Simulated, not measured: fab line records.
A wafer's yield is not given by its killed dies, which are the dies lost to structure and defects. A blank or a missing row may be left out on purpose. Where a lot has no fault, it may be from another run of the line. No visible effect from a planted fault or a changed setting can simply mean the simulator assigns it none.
Struck lot and sound lot, side by side ; flow gf180mcu ; 15 out of 602 route steps
Sound: wafers L197.3, L197.4, L197.5. The struck wafers were L200.1, L200.3, L200.5. The cause is given at the end.
For every step that has rows: the tool of each side, followed by ch and its chambers, followed by its first start. Under that, the readings that differ: sound wafers ; struck wafers ; difference of the means ; sigmas: that difference in standard deviations of wafers without a fault.
alike: a reading whose means differ by less than 2 such deviations, as well as words and numbers matching on both sides. not compared: withheld readings; readings where some wafer has no value; bounds like >300 that might hide an equal value; numbers whose values overlap and for which the record gives no deviation.
Wherever a step has rows on one side only, a row that says differs or no value, or a row with sigmas, the two part there. Non-overlapping numbers with no deviation appear without sigmas and do not part them. Lack of a reading on every wafer of one side parts them only where that side has two or more wafers.

first, 1 step without rows for these wafers: GF_V3_ETCH_16 (etches BARC in N2/H2).
GF_V3_ETCH_17: etches SiO2 in C4F8/O2/Ar, stops on TiN, target depth 635 nm.
  sound on rie_diel-03 ch 1,3; struck on rie_diel-03 ch 0,1
  alike: chamber_pressure_mTorr, oes_product_au
GF_V3_STRIP_18: strips in O2/N2.
  sound on plasma_asher-01 ch 0,1, day 22 14:31; struck on plasma_asher-03 ch 0,1, day 23 16:38
  alike: chamber_pressure_mTorr, drypump_motor_current_A, heater_power_w, oes_product_au
  not compared: rf_hours_counter_h
then, 3 steps without rows for these wafers: GF_V3_STRIP_19 (strips in post etch residue remover, time 1200 s); GF_V3_CLEAN_20 (cleans in DIW); GF_V3_SPUTTER_21 (material Ti, target thk 15 nm, time 80.02 s).
GF_V3_SPUTTER_22: material TiN, target thk 10 nm, time 40 s.
  sound: pvd_sputter-02 at day 22 15:07; struck: pvd_sputter-04 at day 23 17:15
  alike: cathode_dc_power_W, throttle_valve_pct
GF_V3_CVD_23: deposits W, target thk 350 nm, time 104.9 s.
  sound on cvd_w-02 ch 0,1, day 22 15:12; struck on cvd_w-01 ch 0,1, day 23 17:17
  alike: heater_power_w
GF_V3_RS_MEAS_24: measurement is done with a four-point probe.
  sound: film_metro-01 at day 22 15:19; struck: film_metro-02 at day 23 17:24
  alike: V3_W_RS
GF_V3_THK_MEAS_25: measures by xrf.
  sound: film_metro-01 at day 22 15:25; struck: film_metro-02 at day 23 17:31
  alike: V3_W_THK
GF_V3_CMP_26: polishes, stops on SiO2, t overpolish 15 s, target thk 0 nm.
  sound on cmp-02 ch 1,3, day 22 15:27; struck on cmp-02 ch 0,1,3, day 23 17:41
  alike: motor_current_A, overpolish_run_s, time_to_endpoint_s
then, 1 step without rows for these wafers: GF_M4_SPUTTER_00 (material Ti, target thk 37.5 nm, time 150 s).
GF_M4_SPUTTER_01: material TiN, target thk 30 nm, time 25 s.
  sound: pvd_sputter-04 at day 22 15:51; struck: pvd_sputter-04 at day 23 17:59
reading;sound;struck;difference;sigmas
cathode_dc_power_W (W);6499.1 6502.8 6499.1;6853.1 6852.4 6853.7;+352.7;+99 or more
model.TiN_of_M4_SPUTTER_01.thk_nm (nm);29.98 29.99 29.99;31.58 31.73 31.61;+1.65;
  alike: throttle_valve_pct
then, 2 steps without rows for these wafers: GF_M4_SPUTTER_02 (material AlCu, target thk 450 nm, time 23.9 s); GF_PASSIVATION_PROBE_99.

## WHERE THEY PART
Within this record, at GF_M4_SPUTTER_01 only.

WHY: whatever the simulator had introduced
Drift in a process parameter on pvd_sputter-04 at GF_M4_SPUTTER_01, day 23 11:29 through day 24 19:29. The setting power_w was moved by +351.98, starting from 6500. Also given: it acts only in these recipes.
